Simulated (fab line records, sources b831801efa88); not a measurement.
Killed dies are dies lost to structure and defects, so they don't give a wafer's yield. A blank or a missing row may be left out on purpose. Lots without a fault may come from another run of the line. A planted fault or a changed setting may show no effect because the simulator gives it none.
Which tool did it? | flow gf180mcu | 7 lots, 21 wafers sampled, at 5 steps of a route of 602

WHAT THE GAUGES READ, wafer by wafer
GF_POLY_GATE_CD_MEAS_18.
lot  | measured     | on        | cd_nm (nm)
L901 | day 9 12:53  | cd_sem-01 | 282.0 281.7 279.5
L904 | day 10 08:05 | cd_sem-01 | 281.4 281.4 282.5
L909 | day 12 04:10 | cd_sem-01 | - - -
L915 | day 13 21:46 | cd_sem-01 | 280.5 279.4 278.5
L918 | day 14 16:12 | cd_sem-01 | 278.2 278.8 279.2
L920 | day 15 12:52 | cd_sem-02 | 281.7 282.2 280.1
L922 | day 16 06:45 | cd_sem-02 | 279.8 279.6 278.5

WHICH TOOL RAN EACH LOT (tool, then ch and the chambers of the sampled wafers, then the start)
lot  | GF_DUAL_GATE_STRIP_13                | GF_POLY_GATE_ETCH_12               | GF_POLY_GATE_ETCH_13             | GF_POLY_GATE_STRIP_14
L901 | plasma_asher-02 ch 0,1, day 8 15:25  | rie_diel-01 ch 0,2,3, day 9 11:19  | rie_si-02 ch 1,2, day 9 11:22    | plasma_asher-01 ch 0,1, day 9 11:25
L904 | plasma_asher-01 ch 0,1, day 9 08:07  | rie_diel-03 ch 0,3, day 10 06:03   | rie_si-01 ch 0,2, day 10 06:06   | plasma_asher-04 ch 0,1, day 10 06:09
L909 | plasma_asher-01 ch 0,1, day 11 03:39 | rie_diel-03 ch 1,2, day 12 02:31   | rie_si-02 ch 0,2,3, day 12 02:35 | plasma_asher-03 ch 0,1, day 12 02:39
L915 | plasma_asher-03 ch 0,1, day 12 18:40 | rie_diel-03 ch 0,2, day 13 19:37   | rie_si-02 ch 1,2,3, day 13 19:40 | plasma_asher-03 ch 0,1, day 13 19:43
L918 | plasma_asher-03 ch 0,1, day 13 12:07 | rie_diel-01 ch 0,2,3, day 14 13:43 | rie_si-01 ch 1,2,3, day 14 13:46 | plasma_asher-01 ch 0,1, day 14 13:49
L920 | plasma_asher-01 ch 0,1, day 14 03:18 | rie_diel-03 ch 2,3, day 15 05:37   | rie_si-02 ch 0,3, day 15 05:40   | plasma_asher-03 ch 0,1, day 15 05:43
L922 | plasma_asher-01 ch 0,1, day 14 19:23 | rie_diel-04 ch 0,1,3, day 15 20:33 | rie_si-01 ch 0,1,3, day 15 20:36 | plasma_asher-03 ch 0,1, day 15 20:39
- GF_DUAL_GATE_STRIP_13: strips in O2/N2.
- GF_POLY_GATE_ETCH_12: etches BARC in N2/H2.
- GF_POLY_GATE_ETCH_13: etches poly-Si in HBr/Cl2, stops on SiO2, target depth 198.5 nm, time 69.6 s.
- GF_POLY_GATE_STRIP_14: strips in O2/N2.

THE ANSWER, worked out from the rows above alone
Rule: what is usual is taken from the lots themselves. Put in order of their means at a reading, lots are off if they are a third of the lots or fewer, leave a main group of 4 or more, and stand apart from it by a gap of 3 or more times the standard deviation of the main group's means; of several such gaps the widest counts. A main group whose means are all the same, to the digits that the tables above print for the reading, isn't used. A lot without any number at a reading at which 4 lots or more have one is off too. The other lots that the step has rows for count as sound.
Off: L909, at GF_POLY_GATE_CD_MEAS_18 (cd_nm). Without a number there: L909. The main group: mean 280.3 nm, standard deviation 1.2.
A tool fits if, at a process step before that reading, it ran every lot that is off, and no sound lot after the first of them. The gauges at GF_POLY_GATE_CD_MEAS_18 are tried like those tools. None of those tried fits.

WHAT THE SIMULATOR HAD PUT IN
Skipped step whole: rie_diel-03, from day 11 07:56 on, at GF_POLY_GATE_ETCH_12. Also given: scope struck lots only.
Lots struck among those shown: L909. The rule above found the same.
